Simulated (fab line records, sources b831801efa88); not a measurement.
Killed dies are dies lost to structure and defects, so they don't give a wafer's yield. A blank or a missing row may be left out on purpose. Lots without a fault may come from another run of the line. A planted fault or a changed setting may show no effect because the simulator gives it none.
Which tool did it? | flow sky130 | 11 lots, 33 wafers sampled, at 4 steps of a route of 708

WHAT THE GAUGES READ, wafer by wafer
SKY_SONOS_TUNNEL_CD_MEAS_07: target cd 410 nm. Usual: cd_nm 409.5 nm, standard deviation 2.3.
lot  | measured     | on        | cd_nm (nm)        | flag
L403 | day 11 17:27 | cd_sem-01 | 409.2 409.4 407.8 |
L404 | day 11 23:20 | cd_sem-01 | 407.4 408.5 407.5 |
L406 | day 12 19:04 | cd_sem-02 | 405.5 405.9 406.4 |
L408 | day 13 05:52 | cd_sem-02 | 408.6 407.9 408.7 |
L410 | day 13 19:17 | cd_sem-01 | 410.1 413.0 411.8 |
L411 | day 14 05:05 | cd_sem-02 | - - -             | OFF
L412 | day 14 13:45 | cd_sem-01 | - - -             | OFF
L413 | day 15 02:41 | cd_sem-02 | - - -             | OFF
L417 | day 16 08:07 | cd_sem-02 | 412.8 411.5 411.2 |
L422 | day 18 01:53 | cd_sem-02 | 410.1 409.5 409.4 |
L425 | day 18 21:35 | cd_sem-02 | 414.2 415.3 414.0 |

WHICH TOOL RAN EACH LOT (tool, then ch and the chambers of the sampled wafers, then the start)
lot  | SKY_NWELL_RTA_28                 | SKY_VT_ADJUST_LVTN_STRIP_20          | SKY_SONOS_TUNNEL_COAT_02
L403 | rtp_anneal-02 ch 0, day 5 15:28  | plasma_asher-02 ch 0,1, day 8 02:02  | litho_track-02 ch 0, day 11 05:47
L404 | rtp_anneal-01 ch 0, day 5 18:09  | plasma_asher-02 ch 0,1, day 8 05:28  | litho_track-04 ch 0, day 11 11:02
L406 | rtp_anneal-02 ch 0, day 6 09:23  | plasma_asher-02 ch 0,1, day 8 23:04  | litho_track-03 ch 0, day 12 06:34
L408 | rtp_anneal-01 ch 0, day 6 18:06  | plasma_asher-04 ch 0,1, day 9 08:31  | litho_track-03 ch 0, day 12 16:39
L410 | rtp_anneal-01 ch 0, day 7 05:19  | plasma_asher-01 ch 0,1, day 9 20:06  | litho_track-02 ch 0, day 13 06:48
L411 | rtp_anneal-01 ch 0, day 7 11:44  | plasma_asher-02 ch 0,1, day 10 02:54 | litho_track-03, day 13 15:35
L412 | rtp_anneal-02 ch 0, day 7 19:14  | plasma_asher-01 ch 0,1, day 10 11:01 | litho_track-04, day 14 00:26
L413 | rtp_anneal-02 ch 0, day 8 03:14  | plasma_asher-04 ch 0,1, day 10 21:31 | litho_track-04, day 14 12:44
L417 | rtp_anneal-01 ch 0, day 9 01:19  | plasma_asher-04 ch 0,1, day 11 22:44 | litho_track-04 ch 0, day 15 18:15
L422 | rtp_anneal-02 ch 0, day 10 10:02 | plasma_asher-02 ch 0,1, day 13 11:40 | litho_track-04 ch 0, day 17 11:17
L425 | rtp_anneal-02 ch 0, day 11 01:20 | plasma_asher-02 ch 0,1, day 14 04:37 | litho_track-03 ch 0, day 18 06:41
- SKY_NWELL_RTA_28: time 30 s.
- SKY_VT_ADJUST_LVTN_STRIP_20: strips in O2/N2.
- SKY_SONOS_TUNNEL_COAT_02: resist thk 1140 nm.

WHAT THE TOOLS THEMSELVES READ (means of the sampled wafers that have a number; where no wafer has one, the mark that the record gives instead)
SKY_NWELL_RTA_28. Usual: chamber_o2_ppm 1.998, standard deviation 0.021; lamp_power_pct 25.31 %, standard deviation 0.051; ramp_down_c_per_s 89.999, standard deviation 0.016; wafer_temp_C_max 1055.0, standard deviation 0.94.
lot  | tool          | chamber_o2_ppm | lamp_power_pct (%) | ramp_down_c_per_s | wafer_temp_C_max | flag
L403 | rtp_anneal-02 | 1.997          | 25.29              | 89.994            | 1054.0           |
L404 | rtp_anneal-01 | 1.971          | 25.32              | 89.984            | 1055.4           |
L406 | rtp_anneal-02 | 2.018          | 25.35              | 90.001            | 1055.4           |
L408 | rtp_anneal-01 | 1.982          | 25.34              | 90.006            | 1054.8           |
L410 | rtp_anneal-01 | 2.004          | 25.33              | 90.010            | 1054.8           |
L411 | rtp_anneal-01 | 2.021          | 25.33              | 89.981            | 1055.1           |
L412 | rtp_anneal-02 | 2.006          | 25.32              | 89.999            | 1054.7           |
L413 | rtp_anneal-02 | 1.986          | 25.30              | 90.007            | 1055.0           |
L417 | rtp_anneal-01 | 2.012          | 25.38              | 90.012            | 1054.7           |
L422 | rtp_anneal-02 | 1.982          | 25.31              | 90.012            | 1054.5           |
L425 | rtp_anneal-02 | 2.011          | 25.32              | 89.992            | 1054.7           |

SKY_VT_ADJUST_LVTN_STRIP_20. Usual: drypump_motor_current_A 5.8 A, standard deviation 0.51; oes_product_au 0.716 a.u., standard deviation 0.0045; strip_time_to_endpoint_s 14.20 s, standard deviation 0.036.
lot  | tool            | drypump_motor_current_A (A) | oes_product_au (a.u.) | strip_time_to_endpoint_s (s) | flag
L403 | plasma_asher-02 | 5.4                         | 0.714                 | 14.21                        |
L404 | plasma_asher-02 | 5.4                         | 0.717                 | 14.21                        |
L406 | plasma_asher-02 | 5.4                         | 0.718                 | 14.28                        |
L408 | plasma_asher-04 | 6.3                         | 0.718                 | 14.20                        |
L410 | plasma_asher-01 | 5.6                         | 0.715                 | 14.20                        |
L411 | plasma_asher-02 | 5.8                         | 0.713                 | 14.20                        |
L412 | plasma_asher-01 | 5.6                         | 0.715                 | 14.17                        |
L413 | plasma_asher-04 | 6.2                         | 0.719                 | 14.19                        |
L417 | plasma_asher-04 | 6.3                         | 0.714                 | 14.15                        |
L422 | plasma_asher-02 | 5.4                         | 0.718                 | 14.18                        |
L425 | plasma_asher-02 | 5.8                         | 0.720                 | 14.17                        |

SKY_SONOS_TUNNEL_COAT_02. Usual: chill_plate_temp_C 23.02 C, standard deviation 0.11; dispense_pressure_kPa 47.1 kPa, standard deviation 1.
lot  | tool           | chill_plate_temp_C (C) | dispense_pressure_kPa (kPa) | flag
L403 | litho_track-02 | 23.10                  | 48.5                        |
L404 | litho_track-04 | 22.93                  | 46.0                        |
L406 | litho_track-03 | 22.81                  | 47.2                        |
L408 | litho_track-03 | 23.09                  | 47.2                        |
L410 | litho_track-02 | 23.14                  | 48.5                        |
L411 | litho_track-03 | -                      | -                           | OFF
L412 | litho_track-04 | -                      | -                           | OFF
L413 | litho_track-04 | -                      | -                           | OFF
L417 | litho_track-04 | 22.96                  | 45.9                        |
L422 | litho_track-04 | 23.04                  | 45.9                        |
L425 | litho_track-03 | 23.04                  | 47.2                        |

THE ANSWER, worked out from the rows above alone
Rule: a lot is off if the mean of its wafers that have a number lies more than 3 standard deviations from the usual mean. A lot without any number at a reading at which 4 lots or more have one is off too. The other lots that the step has rows for count as sound. The gauges are gone through in route order, then the tools' own readings, and for those a lot's mean is taken as printed above. The first step at which some lot is off is used, and at that step the reading that is off furthest; a lot without a number counts as furthest.
Off: L411, L412, L413, at SKY_SONOS_TUNNEL_CD_MEAS_07 (cd_nm). Without a number there: L411, L412, L413.
A tool fits if, at a process step before that reading, it ran every lot that is off, and no sound lot after the first of them. The gauges at SKY_SONOS_TUNNEL_CD_MEAS_07 aren't tried: what is off there is off at SKY_SONOS_TUNNEL_COAT_02 too, on other tools, and a gauge's error can't cause that. None of those tried fits.

WHAT THE SIMULATOR HAD PUT IN
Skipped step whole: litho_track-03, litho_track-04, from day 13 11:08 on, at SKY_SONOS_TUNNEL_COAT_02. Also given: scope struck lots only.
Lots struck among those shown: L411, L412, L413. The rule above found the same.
